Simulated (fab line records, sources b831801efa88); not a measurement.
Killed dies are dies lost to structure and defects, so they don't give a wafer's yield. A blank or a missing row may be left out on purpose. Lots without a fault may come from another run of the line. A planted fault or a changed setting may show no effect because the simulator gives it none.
Which tool did it? | flow sky130 | 7 lots, 20 wafers sampled, at 2 steps of a route of 708

WHAT THE GAUGES READ, wafer by wafer
SKY_VIA3_CD_MEAS_12: target cd 200 nm.
lot  | measured     | on        | cd_nm (nm)
L169 | day 39 18:55 | cd_sem-02 | 201.4 201.6 201.2
L174 | day 41 16:10 | cd_sem-01 | 198.4 198.2
L178 | day 42 17:43 | cd_sem-01 | 199.4 201.1 200.3
L184 | day 44 05:03 | cd_sem-02 | 199.5 201.4 201.0
L186 | day 44 17:50 | cd_sem-01 | 199.7 199.5 200.2
L188 | day 45 07:40 | cd_sem-02 | 198.0 198.9 199.2
L190 | day 45 23:03 | cd_sem-01 | 200.2 199.1 200.5

WHICH TOOL RAN EACH LOT (tool, then ch and the chambers of the sampled wafers, then the start)
lot  | SKY_METAL3_STRIP_19
L169 | plasma_asher-02 ch 0,1, day 38 16:51
L174 | plasma_asher-02 ch 1, day 40 14:50
L178 | plasma_asher-01 ch 0,1, day 41 17:08
L184 | plasma_asher-01 ch 0, day 43 04:44
L186 | plasma_asher-02 ch 0,1, day 43 18:15
L188 | plasma_asher-03 ch 0,1, day 44 08:25
L190 | plasma_asher-01 ch 0,1, day 45 00:55
- SKY_METAL3_STRIP_19: strips in O2/N2.

THE ANSWER, worked out from the rows above alone
Rule: what is usual is taken from the lots themselves. Put in order of their means at a reading, lots are off if they are a third of the lots or fewer, leave a main group of 4 or more, and stand apart from it by a gap of 3 or more times the standard deviation of the main group's means; of several such gaps the widest counts. A main group whose means are all the same, to the digits that the tables above print for the reading, isn't used. A lot without any number at a reading at which 4 lots or more have one is off too. The other lots that the step has rows for count as sound.
No lot is off at any reading shown: from this, nothing can be told.

WHAT THE SIMULATOR HAD PUT IN
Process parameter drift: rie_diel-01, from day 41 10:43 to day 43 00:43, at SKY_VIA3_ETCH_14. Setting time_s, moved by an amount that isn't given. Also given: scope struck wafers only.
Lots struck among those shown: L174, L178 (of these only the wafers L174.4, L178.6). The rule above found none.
